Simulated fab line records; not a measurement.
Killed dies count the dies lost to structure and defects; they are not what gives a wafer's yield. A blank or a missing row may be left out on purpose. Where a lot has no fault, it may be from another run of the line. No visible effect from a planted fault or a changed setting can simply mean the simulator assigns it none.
fab line records | flow sky130
[record] lots = 13 | wafers = 39 | lastDay = 50
route steps=708 shown LOCAL_INTERCONNECT@387 PAD_OPEN@708
lots untouched by any fault: they come from a run of this same line in which no faults occurred
startH: hours from the record's first day to the start of the lot's first wafer shown | waitH: hours from the lot's prior step to this one | " the same as in the row above | L1.1+2: a row that stands for several wafers | - value missing, or start not given | * or withheld: withheld | < > ~ a bound
route shown NAME@n: NAME is a module with steps in the file, n the number in the route of the first one | usual: the fault-free wafers' mean and standard deviation | same: alike in all rows | chamber/n: place in a boat | sites: readings site by site | _std_site: how widely they spread, as a standard deviation | _edge_site: the outer-site mean with the inner-site mean subtracted | radiusMm: for every site, how far away it sits from the centre of the wafer | mask NAME#n: copy n | behind: the tool/chamber that last shaped the wafer | hold: reason for holding the lot/hours on hold/outcome of the hold | device: the transistor (n, p or np) that didn't switch | end of line: at the end of the route, the tests of the same wafers | a step with no rows: only its recipe | killed: the dies lost at the first sort to structure and to defects; this is not the yield of the wafer | map: the dies of a wafer, with x for killed, . for not killed, _ for no die there
set.NAME: the setting the step ran with; set.NAME@STEP: the setting that earlier step ran with | model.NAME: the simulator's own value behind a step, which no gauge read
the route's steps for a sample of lots (tables are steps, rows are wafers)
services: a tool's chamber out of use, with start hour (startH, from the record's first day; less than 0 if before it), hours out, and reason
[[steps]]
[step SKY_LOCAL_INTERCONNECT_SPUTTER_00]
[recipe] material = TiN | targetThkNm = 100 | tempC = 300 | powerW = 6500 | timeS = 83.3 | chamberPressurePa = 0.4
[usual] throttleValvePct = 30.1/1.3
lot.wafer | tool          | chamber | startH | waitH | throttleValvePct
L193.1    | pvdSputter-01 | -       | 669.34 | 0.2   | 31.3
L193.4    | "             | -       | "      | "     | 30.7
L193.6    | "             | -       | "      | "     | 30.7
L194.1    | pvdSputter-02 | -       | 679.32 | 0.1   | 32.4
L194.3    | "             | -       | "      | "     | 29.8
L194.4    | "             | -       | "      | "     | 27.8
L197.1    | pvdSputter-02 | -       | 708.31 | 0.2   | 27.7
L197.3    | "             | -       | "      | "     | 28.7
L197.5    | "             | -       | "      | "     | 29.7
L196.1    | pvdSputter-02 | -       | 711.76 | 0.2   | 29.8
L196.3    | "             | -       | "      | "     | 27.5
L196.6    | "             | -       | "      | "     | 29.1
L199.1    | pvdSputter-02 | -       | 731.38 | 0.2   | 29.8
L199.2    | "             | -       | "      | "     | 29.3
L199.5    | "             | -       | "      | "     | 27.5
L208.2    | pvdSputter-01 | -       | 792.44 | 0.1   | 30.5
L208.3    | "             | -       | "      | "     | 30.4
L208.6    | "             | -       | "      | "     | 30.6
L209.2    | pvdSputter-02 | -       | 801.29 | 0.2   | 29.2
L209.4    | "             | -       | "      | "     | 32.6
L209.5    | "             | -       | "      | "     | 29.7
L210.1    | pvdSputter-02 | -       | 809.98 | 0.2   | 32.7
L210.3    | "             | -       | "      | "     | 29.6
L210.6    | "             | -       | "      | "     | 27.8
L211.1    | pvdSputter-03 | -       | 812.69 | 0.1   | 29.7
L211.2    | "             | -       | "      | "     | 28.6
L211.4    | "             | -       | "      | "     | 31.3
L212.1    | pvdSputter-03 | -       | 827.35 | 0.1   | 28.9
L212.2    | "             | -       | "      | "     | 29.4
L212.5    | "             | -       | "      | "     | 31.2
L213.3    | pvdSputter-01 | -       | 834.62 | 0.1   | 29.2
L213.5    | "             | -       | "      | "     | 31.8
L213.6    | "             | -       | "      | "     | 30.4
L214.1    | pvdSputter-03 | -       | 847.61 | 0.2   | 29.5
L214.3    | "             | -       | "      | "     | 31.5
L214.6    | "             | -       | "      | "     | 29.0
L215.1    | pvdSputter-02 | -       | 855.84 | 0.2   | 27.7
L215.2    | "             | -       | "      | "     | 29.8
L215.4    | "             | -       | "      | "     | 32.5
[step SKY_LOCAL_INTERCONNECT_RS_MEAS_01]
[recipe] thkMeasGauge = four-point-probe | reads = TiN_of_LOCAL_INTERCONNECT_SPUTTER_00
[usual] LOCAL_INTERCONNECT_TIN_RS = 14.23/0.17
lot.wafer | tool         | chamber | startH | waitH | LOCAL_INTERCONNECT_TIN_RS[ohm/sq]
L193.1    | filmMetro-02 | -       | 669.40 | 0.0   | 14.09
L193.4    | "            | -       | "      | "     | 14.29
L193.6    | "            | -       | "      | "     | 14.34
L194.1    | filmMetro-02 | -       | 679.38 | 0.0   | 14.32
L194.3    | "            | -       | "      | "     | 14.32
L194.4    | "            | -       | "      | "     | 14.33
L197.1    | filmMetro-01 | -       | 708.37 | 0.0   | 14.23
L197.3    | "            | -       | "      | "     | 14.15
L197.5    | "            | -       | "      | "     | 14.10
L196.1    | filmMetro-02 | -       | 711.82 | 0.0   | 13.53
L196.3    | "            | -       | "      | "     | 13.55
L196.6    | "            | -       | "      | "     | 13.55
L199.1    | filmMetro-01 | -       | 731.45 | 0.0   | 13.43
L199.2    | "            | -       | "      | "     | 13.44
L199.5    | "            | -       | "      | "     | 13.41
L208.2    | filmMetro-02 | -       | 792.52 | 0.1   | 14.48
L208.3    | "            | -       | "      | "     | 14.33
L208.6    | "            | -       | "      | "     | 14.34
L209.2    | filmMetro-02 | -       | 801.37 | 0.1   | 14.39
L209.4    | "            | -       | "      | "     | 14.44
L209.5    | "            | -       | "      | "     | 14.33
L210.1    | filmMetro-02 | -       | 810.05 | 0.0   | 14.50
L210.3    | "            | -       | "      | "     | 14.33
L210.6    | "            | -       | "      | "     | 14.60
L211.1    | filmMetro-02 | -       | 812.75 | 0.0   | 14.29
L211.2    | "            | -       | "      | "     | 14.47
L211.4    | "            | -       | "      | "     | 14.36
L212.1    | filmMetro-04 | -       | 827.41 | 0.0   | 14.45
L212.2    | "            | -       | "      | "     | 14.37
L212.5    | "            | -       | "      | "     | 14.41
L213.3    | filmMetro-04 | -       | 834.72 | 0.1   | 13.96
L213.5    | "            | -       | "      | "     | 13.87
L213.6    | "            | -       | "      | "     | 14.25
L214.1    | filmMetro-04 | -       | 847.67 | 0.0   | 14.05
L214.3    | "            | -       | "      | "     | 13.94
L214.6    | "            | -       | "      | "     | 14.09
L215.1    | filmMetro-02 | -       | 855.90 | 0.0   | 14.32
L215.2    | "            | -       | "      | "     | 14.00
L215.4    | "            | -       | "      | "     | 14.45
[step SKY_LOCAL_INTERCONNECT_THK_MEAS_02]
[recipe] thkMeasGauge = xrf | reads = TiN_of_LOCAL_INTERCONNECT_SPUTTER_00
[usual] LOCAL_INTERCONNECT_TIN_THK = 100.3/1.1
lot.wafer | tool         | chamber | startH | waitH | LOCAL_INTERCONNECT_TIN_THK[nm]
L193.1    | filmMetro-02 | -       | 669.52 | 0.1   | 101.0
L193.4    | "            | -       | "      | "     | 99.8
L193.6    | "            | -       | "      | "     | 99.8
L194.1    | filmMetro-02 | -       | 679.50 | 0.1   | 99.8
L194.3    | "            | -       | "      | "     | 99.8
L194.4    | "            | -       | "      | "     | 99.7
L197.1    | filmMetro-01 | -       | 708.49 | 0.1   | 100.3
L197.3    | "            | -       | "      | "     | 100.3
L197.5    | "            | -       | "      | "     | 101.0
L196.1    | filmMetro-02 | -       | 711.94 | 0.1   | 105.3
L196.3    | "            | -       | "      | "     | 105.0
L196.6    | "            | -       | "      | "     | 105.4
L199.1    | filmMetro-01 | -       | 731.57 | 0.1   | 106.0
L199.2    | "            | -       | "      | "     | 105.5
L199.5    | "            | -       | "      | "     | 105.8
L208.2    | filmMetro-02 | -       | 792.63 | 0.1   | 98.8
L208.3    | "            | -       | "      | "     | 100.5
L208.6    | "            | -       | "      | "     | 100.1
L209.2    | filmMetro-02 | -       | 801.48 | 0.1   | 99.3
L209.4    | "            | -       | "      | "     | 99.3
L209.5    | "            | -       | "      | "     | 99.8
L210.1    | filmMetro-02 | -       | 810.17 | 0.1   | 98.7
L210.3    | "            | -       | "      | "     | 100.0
L210.6    | "            | -       | "      | "     | 97.8
L211.1    | filmMetro-02 | -       | 812.87 | 0.1   | 100.1
L211.2    | "            | -       | "      | "     | 98.6
L211.4    | "            | -       | "      | "     | 99.8
L212.1    | filmMetro-04 | -       | 827.53 | 0.1   | 98.6
L212.2    | "            | -       | "      | "     | 99.5
L212.5    | "            | -       | "      | "     | 99.3
L213.3    | filmMetro-04 | -       | 834.82 | 0.1   | 102.2
L213.5    | "            | -       | "      | "     | 103.0
L213.6    | "            | -       | "      | "     | 99.8
L214.1    | filmMetro-04 | -       | 847.79 | 0.1   | 101.3
L214.3    | "            | -       | "      | "     | 101.8
L214.6    | "            | -       | "      | "     | 100.8
L215.1    | filmMetro-02 | -       | 856.02 | 0.1   | 99.2
L215.2    | "            | -       | "      | "     | 101.5
L215.4    | "            | -       | "      | "     | 98.3
[step SKY_LOCAL_INTERCONNECT_METAL_ETCH_14]
[recipe] targetDepthNm = 110 | stopOn = PSG | chemistry = Cl2/BCl3 | target = TiN | resistSidewallDeg = 88 | pressureMtorr = 10 | icpW = 900 | biasW = 48.5 | Cl2_flow_sccm = 60 | bcl3FlowSccm = 30 | timeS = 31.4
[usual] drypumpMotorCurrentA = 5.7/0.54 | oesProductAu = 0.938/0.0074 | rfFwdPowerW = 889/4.4 | throttleValvePct = 21.904/0.0097
[same] timeS = 31.4
lot.wafer | tool        | chamber | startH | waitH | drypumpMotorCurrentA | oesProductAu | rfFwdPowerW | rfHoursCounterH | throttleValvePct
L193.1    | rieMetal-03 | 0       | 697.48 | 0.1   | 6.2                  | 0.935        | 884         | 14              | 21.899
L193.4    | "           | 0       | "      | "     | 6.2                  | 0.929        | 882         | -               | 21.909
L193.6    | "           | 0       | "      | "     | 6.2                  | 0.939        | 883         | -               | 21.913
L194.1    | rieMetal-04 | 1       | 707.08 | 0.0   | 5.6                  | 0.939        | 887         | 10              | 21.896
L194.3    | "           | 1       | "      | "     | 5.6                  | 0.942        | 886         | -               | 21.899
L194.4    | "           | 0       | "      | "     | 6.5                  | 0.938        | 889         | -               | 21.909
L197.1    | rieMetal-03 | 0       | 736.28 | 0.0   | 6.2                  | 0.940        | 887         | 16              | 21.939
L197.3    | "           | 0       | "      | "     | 6.2                  | 0.948        | 884         | -               | 21.891
L197.5    | "           | 1       | "      | "     | 5.0                  | 0.945        | 897         | -               | 21.907
L196.1    | rieMetal-01 | 1       | 739.75 | 0.1   | 5.4                  | 0.970        | 892         | 12              | 21.881
L196.3    | "           | 1       | "      | "     | 5.3                  | 0.966        | 898         | -               | 21.890
L196.6    | "           | 1       | "      | "     | 5.4                  | 0.967        | 894         | -               | 21.885
L199.1    | rieMetal-01 | 0       | 758.77 | 0.0   | 5.4                  | 0.973        | 889         | 0               | 21.891
L199.2    | "           | 1       | "      | "     | 5.3                  | 0.963        | 893         | 13              | 21.893
L199.5    | "           | 1       | "      | "     | 5.4                  | 0.974        | 893         | -               | 21.882
L208.2    | rieMetal-03 | 1       | 819.21 | 0.0   | 5.0                  | 0.930        | 894         | 4               | 21.912
L208.3    | "           | 1       | "      | "     | 5.0                  | 0.944        | 894         | -               | 21.896
L208.6    | "           | 0       | "      | "     | 6.3                  | 0.927        | 884         | -               | 21.917
L209.2    | rieMetal-04 | 0       | 828.03 | 0.0   | 6.5                  | 0.944        | 889         | 5               | 21.915
L209.4    | "           | 0       | "      | "     | 6.5                  | 0.939        | 887         | -               | 21.901
L209.5    | "           | 0       | "      | "     | 6.5                  | 0.946        | 887         | -               | 21.902
L210.1    | rieMetal-03 | 1       | 835.83 | 0.0   | 5.0                  | 0.925        | 894         | 5               | 21.915
L210.3    | "           | 1       | "      | "     | 5.0                  | 0.936        | 892         | -               | 21.894
L210.6    | "           | 1       | "      | "     | 5.0                  | 0.920        | 890         | -               | 21.906
L211.1    | rieMetal-04 | 1       | 837.74 | 0.0   | 5.6                  | 0.937        | 886         | 16              | 21.926
L211.2    | "           | 0       | "      | "     | 6.5                  | 0.934        | 891         | 6               | 21.917
L211.4    | "           | 0       | "      | "     | 6.5                  | 0.939        | 889         | -               | 21.908
L212.1    | rieMetal-01 | 1       | 853.79 | 0.0   | 5.4                  | 0.932        | 889         | 3               | 21.910
L212.2    | "           | 0       | "      | "     | 5.4                  | 0.933        | 889         | 4               | 21.901
L212.5    | "           | 0       | "      | "     | 5.4                  | 0.930        | 881         | -               | 21.913
L213.3    | rieMetal-04 | 1       | 861.28 | 0.0   | 5.6                  | 0.949        | 888         | -               | 21.905
L213.5    | "           | 1       | "      | "     | 5.6                  | 0.953        | 886         | -               | 21.900
L213.6    | "           | 0       | "      | "     | 6.5                  | 0.933        | 885         | -               | 21.915
L214.1    | rieMetal-01 | 0       | 874.07 | 0.0   | 5.4                  | 0.942        | 886         | 5               | 21.909
L214.3    | "           | 0       | "      | "     | 5.4                  | 0.950        | 889         | -               | 21.897
L214.6    | "           | 1       | "      | "     | 5.4                  | 0.938        | 890         | -               | 21.898
L215.1    | rieMetal-01 | 0       | 882.84 | 0.0   | 5.4                  | 0.933        | 886         | 5               | 21.897
L215.2    | "           | 1       | "      | "     | 5.4                  | 0.944        | 888         | 3               | 21.903
L215.4    | "           | 0       | "      | "     | 5.4                  | 0.929        | 885         | -               | 21.899
[step SKY_PAD_OPEN_PROBE_99]
[usual] killed_at_M0_to_M3 = 44/7.2 | killed_at_M4_up = 3.4/2.1 | killedAtContacts = 24/5.5 | killedAtFrontEnd = 15/4.6 | killedAtOther = 0.4/0.64 | killedDies = 86/9.1 | killedOnRim = 17/3.8 | killedOpen = 47/7.5 | killedShort = 39/5.8
[same] grossDies = 492 | killedAtBackSide = 0
lot.wafer | tool      | chamber | startH  | waitH | killed_at_M0_to_M3 | killed_at_M4_up | killedAtContacts | killedAtFrontEnd | killedAtOther | killedDies | killedOnRim | killedOpen | killedShort
L210.1    | prober-02 | -       | 1169.85 | 0.1   | 47                 | 5               | 26               | 15               | 1             | 94         | 19          | 59         | 32
L210.3    | prober-02 | -       | 1169.95 | 0.2   | 46                 | 1               | 25               | 15               | 0             | 87         | 16          | 47         | 40
L210.6    | prober-02 | -       | 1170.10 | 0.2   | 56                 | 4               | 28               | 15               | 0             | 103        | 26          | 63         | 39
L212.1    | prober-02 | -       | 1181.16 | 0.1   | 42                 | 3               | 26               | 11               | 0             | 82         | 15          | 47         | 34
L212.2    | prober-02 | -       | 1181.21 | 0.1   | 37                 | 5               | 20               | 10               | 0             | 72         | 12          | 34         | 37
L212.5    | prober-02 | -       | 1181.36 | 0.2   | 44                 | 1               | 12               | 14               | 1             | 72         | 17          | 40         | 32
// killed by level:class
L210.1 VIA1:geometricParticle:open=15 CONTACT:geometricParticle:open=12 VIA2:geometricParticle:open=8 VIA3:geometricParticle:open=7 POLY_GATE:geometricParticle:short=6 LOCAL_INTERCONNECT:geometricParticle:short=6 LI_CONTACT:geometricParticle:open=5 METAL1:geometricParticle:short=4
L210.3 VIA1:geometricParticle:open=11 LI_CONTACT:geometricParticle:open=8 METAL2:geometricParticle:short=7 CONTACT:geometricParticle:open=7 METAL1:geometricParticle:short=7 CONTACT:geometricParticle:short=5 VIA1:geometricParticle:short=5 VIA2:geometricParticle:open=5
L210.6 VIA1:geometricParticle:open=16 VIA3:geometricParticle:open=14 LI_CONTACT:geometricParticle:open=9 CONTACT:geometricParticle:open=8 VIA2:geometricParticle:open=6 POLY_GATE:geometricParticle:short=5 LOCAL_INTERCONNECT:geometricParticle:short=5 METAL2:geometricParticle:short=5
L212.1 CONTACT:geometricParticle:open=10 VIA1:geometricParticle:open=9 LI_CONTACT:geometricParticle:open=6 METAL2:geometricParticle:short=6 VIA2:geometricParticle:open=6 METAL1:geometricParticle:short=5 FIELD_ISO:geometricParticle:short=5 LOCAL_INTERCONNECT:geometricParticle:short=5
L212.2 CONTACT:geometricParticle:open=11 METAL1:geometricParticle:short=8 VIA2:geometricParticle:open=6 VIA1:geometricParticle:open=6 VIA1:geometricParticle:short=5 VIA3:geometricParticle:short=4 LI_CONTACT:geometricParticle:open=3 CONTACT:geometricParticle:short=3
L212.5 VIA3:geometricParticle:open=12 VIA1:geometricParticle:open=8 VIA2:geometricParticle:open=6 METAL2:geometricParticle:short=5 FIELD_ISO:geometricParticle:open=4 CONTACT:geometricParticle:open=4 FIELD_ISO:geometricParticle:short=3 POLY_GATE:geometricParticle:short=3
[[services]]
tool          | chamber | startH | hours | kind
pvdSputter-01 | 1       | 647.92 | -     | consumableReplace:kit
pvdSputter-01 | 1       | 647.92 | 18.0  | scheduledDown
rieMetal-04   | 0       | 676.23 | -     | clean
rieMetal-04   | 0       | 676.23 | 16.4  | scheduledDown
rieMetal-04   | 0       | 676.23 | 16.4  | ventCycle
pvdSputter-01 | -       | 691.41 | 2.7   | repair
rieMetal-01   | 0       | 695.32 | 1.3   | repair
rieMetal-03   | 1       | 699.40 | -     | clean
rieMetal-03   | 1       | 699.40 | 27.6  | scheduledDown
rieMetal-03   | 1       | 699.40 | 27.6  | ventCycle
pvdSputter-01 | -       | 717.51 | 0.7   | repair
rieMetal-01   | 0       | 738.64 | -     | clean
rieMetal-01   | 0       | 738.64 | 18.7  | scheduledDown
rieMetal-01   | 0       | 738.64 | 18.7  | ventCycle
rieMetal-03   | 0       | 746.52 | -     | clean
rieMetal-03   | 0       | 746.52 | 22.1  | scheduledDown
rieMetal-03   | 0       | 746.52 | 22.1  | ventCycle
pvdSputter-01 | -       | 748.53 | 2.3   | repair
rieMetal-01   | 1       | 760.61 | -     | clean
rieMetal-01   | 1       | 760.61 | 22.6  | scheduledDown
rieMetal-01   | 1       | 760.61 | 22.6  | ventCycle
rieMetal-04   | -       | 779.36 | 0.2   | repair
pvdSputter-02 | -       | 833.84 | 10.5  | repair
pvdSputter-02 | -       | 870.29 | 1.8   | repair
[[key]]
[firstSign] step = SKY_LOCAL_INTERCONNECT_RS_MEAS_01 | reading = LOCAL_INTERCONNECT_TIN_RS | direction = down | sigmas = 4.5 | usual = 14.23 | struck = 13.48
[effect] step = SKY_LOCAL_INTERCONNECT_THK_MEAS_02 | reading = LOCAL_INTERCONNECT_TIN_THK | direction = up | sigmas = 4.7 | usual = 100.3 | struck = 105.5
[effect] step = SKY_LOCAL_INTERCONNECT_METAL_ETCH_14 | reading = oesProductAu | direction = up | sigmas = 4.1 | usual = 0.938 | struck = 0.969
metAt SKY_LOCAL_INTERCONNECT_SPUTTER_00
struckLots L196,L199
testerLeftOut L196,L199
onsetBetween 708.31 711.76
[fault] kind = processParameterDrift | tool = pvdSputter-02 | chamber = - | onsetH = 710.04 | steps = SKY_LOCAL_INTERCONNECT_SPUTTER_00 | channel = targetThkNm | offset = 4.9998 | shape = step | endH = 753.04 | actsIn = theseRecipesOnly | stated = 100
// testerLeftOut: of these lots the tester's yield and bins aren't shown, on N5 and GAA mostly nor the transistor test; their killed dies are dies lost to structure and defects alone, not to doping, threshold or leakage, so they don't give the yield
